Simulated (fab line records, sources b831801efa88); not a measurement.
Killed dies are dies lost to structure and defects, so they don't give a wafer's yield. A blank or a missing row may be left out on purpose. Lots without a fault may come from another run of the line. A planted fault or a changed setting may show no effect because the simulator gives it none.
A struck lot beside a sound one | flow gf180mcu | 14 steps out of a route of 602
Sound: wafers L761.1, L761.2, L761.5. Struck: wafers L754.4, L754.5, L754.6. The cause comes at the end.
At each step with rows: each side's tool, then ch and its chambers, then its first start. Under that, the readings that differ: sound wafers | struck wafers | difference of the means | sigmas: that difference in standard deviations of wafers without a fault.
alike: readings whose means differ by less than 2 such deviations, and words and numbers that are the same on both sides. not compared: withheld readings, readings that some wafer has no value for, bounds like >300 that may hide the same value, and numbers for which the record gives no deviation and whose values overlap.
The two part at a step that has a row with sigmas, a row that says differs or no value, or rows on one side only. Numbers that don't overlap but have no deviation are shown without sigmas and don't part them. A reading that every wafer of one side lacks parts them only if that side has two wafers or more.

first, 1 step without rows for these wafers: GF_V2_CVD_00 (deposits SiO2, target thk 600 nm, time 100 s).
GF_V2_THK_MEAS_01:
  sound on film_metro-03, day 23 15:22; struck on film_metro-03, day 21 10:28
  alike: V2_CVD_00_THK
GF_V2_CVD_02: deposits SiO2 from TEOS, target thk 850 nm, time 94.851 s.
  sound on pecvd-04 ch 0,1,2, day 23 15:26; struck on pecvd-04 ch 0,1,2, day 21 10:32
  alike: heater_power_w, rf_fwd_power_W
GF_V2_THK_MEAS_03:
  sound on film_metro-04, day 23 15:30; struck on film_metro-02, day 21 10:36
  alike: V2_CVD_02_THK
GF_V2_CMP_04: polishes SiO2.
  sound on cmp-02 ch 0,3, day 23 15:37; struck on cmp-02 ch 0,2,3, day 21 10:47
  alike: motor_current_A, time_to_endpoint_s
GF_V2_BOW_MEAS_05:
  sound on film_metro-02, day 23 15:52; struck on film_metro-03, day 21 10:59
  alike: V2_BOW
then, 6 steps without rows for these wafers: GF_V2_DEHYDRATE_06 (time 60 s); GF_V2_HMDS_07 (prime time 60 s); GF_V2_COAT_08; GF_V2_COAT_09 (resist thk 1000 nm); GF_V2_SOFTBAKE_10 (time 60 s); GF_V2_EXPOSE_11 (exposes mask Via2, target cd 260 nm).
GF_V2_PEB_12: peb time 90 s.
  sound on litho_track-01 ch 0, day 24 13:47; struck on litho_track-04, day 22 10:25
  no value came back on the struck wafers for chill_plate_temp_C (C), exhaust_pa (Pa); on the sound wafers chill_plate_temp_C (C) reads 23.24 23.04 22.93
then, 1 step without rows for these wafers: GF_V2_DEVELOP_13 (develop time 60 s).

WHERE THEY PART
Only at GF_V2_PEB_12, within this record.

WHY: what the simulator had put in
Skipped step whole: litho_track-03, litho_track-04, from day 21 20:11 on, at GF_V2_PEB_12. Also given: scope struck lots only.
